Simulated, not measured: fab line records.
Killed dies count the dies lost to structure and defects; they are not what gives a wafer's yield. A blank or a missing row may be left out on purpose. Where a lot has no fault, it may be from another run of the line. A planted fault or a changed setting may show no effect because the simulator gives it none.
Chamber matching / flow sfq line / rie diel-04 running SFQ_TRILAYER_I3_VIA_BARC_OPEN_VIA_ETCH_121: 3 sister chambers
The step etches BARC in O2, target depth 125 nm, time 41.7 s. 14 wafers are shown with their chamber, then 4 later ones without.

WAFERS PAIRED WITH THEIR CHAMBERS
wafer=L944.1; chamber=3; drypump motor current A (A)=5.5; rf fwd power W (W)=496.7; oes product au (a.u.)=0.693
wafer=L944.4; chamber=0; drypump motor current A (A)=5.0; rf fwd power W (W)=492.1; oes product au (a.u.)=0.678
wafer=L944.5; chamber=0; drypump motor current A (A)=5.0; rf fwd power W (W)=490.9; oes product au (a.u.)=0.688
wafer=L948.1; chamber=3; drypump motor current A (A)=5.5; rf fwd power W (W)=497.2; oes product au (a.u.)=0.682
wafer=L948.3; chamber=0; drypump motor current A (A)=5.0; rf fwd power W (W)=496.3; oes product au (a.u.)=0.681
wafer=L948.6; chamber=3; drypump motor current A (A)=5.5; rf fwd power W (W)=496.4; oes product au (a.u.)=0.680
wafer=L952.2; chamber=0; drypump motor current A (A)=5.0; rf fwd power W (W)=494.0; oes product au (a.u.)=0.683
wafer=L952.5; chamber=3; drypump motor current A (A)=5.5; rf fwd power W (W)=497.8; oes product au (a.u.)=0.686
wafer=L952.6; chamber=2; drypump motor current A (A)=4.9; rf fwd power W (W)=496.6; oes product au (a.u.)=0.682
wafer=L953.2; chamber=3; drypump motor current A (A)=5.4; rf fwd power W (W)=496.4; oes product au (a.u.)=0.681
wafer=L953.3; chamber=2; drypump motor current A (A)=4.9; rf fwd power W (W)=493.0; oes product au (a.u.)=0.689
wafer=L953.6; chamber=0; drypump motor current A (A)=5.0; rf fwd power W (W)=493.3; oes product au (a.u.)=0.681
wafer=L955.1; chamber=3; drypump motor current A (A)=5.5; rf fwd power W (W)=498.5; oes product au (a.u.)=0.690
wafer=L955.2; chamber=2; drypump motor current A (A)=4.9; rf fwd power W (W)=497.4; oes product au (a.u.)=0.687

SIGNATURES (averages over the wafers above)
reading=drypump motor current A; chamber 0=5.000; chamber 2=4.900; chamber 3=5.483; scatter within a chamber=0.0275
reading=rf fwd power W; chamber 0=493.320; chamber 2=495.667; chamber 3=497.167; scatter within a chamber=1.69
reading=oes product au; chamber 0=0.68220; chamber 2=0.68600; chamber 3=0.68533; scatter within a chamber=0.00447
Rule: distance of a wafer from a chamber = root of the sum over the readings of ((wafer's reading minus chamber's mean) / reading's scatter) squared. If the next closest chamber is less than 2 further off than the closest, the wafer can't be placed; otherwise it belongs to the closest. The scatter: take each reading less its chamber's mean, square it, sum over the shown wafers, divide by the number of wafers less the number of chambers, and take the root.

WAFERS WITHOUT THEIR CHAMBER
wafer=L964.3; drypump motor current A (A)=5.5; rf fwd power W (W)=497.1; oes product au (a.u.)=0.683
wafer=L964.5; drypump motor current A (A)=4.9; rf fwd power W (W)=496.6; oes product au (a.u.)=0.683
wafer=L966.2; drypump motor current A (A)=5.0; rf fwd power W (W)=491.0; oes product au (a.u.)=0.684
wafer=L966.3; drypump motor current A (A)=5.4; rf fwd power W (W)=494.5; oes product au (a.u.)=0.685

WHICH CHAMBER EACH ONE RAN IN
wafer=L964.3; from the rows above=3; in truth=3
wafer=L964.5; from the rows above=2; in truth=2
wafer=L966.2; from the rows above=0; in truth=0
wafer=L966.3; from the rows above=3; in truth=3
Placed correctly: 4 of 4. From these rows, 0 cannot be placed. 0 placed wrongly.
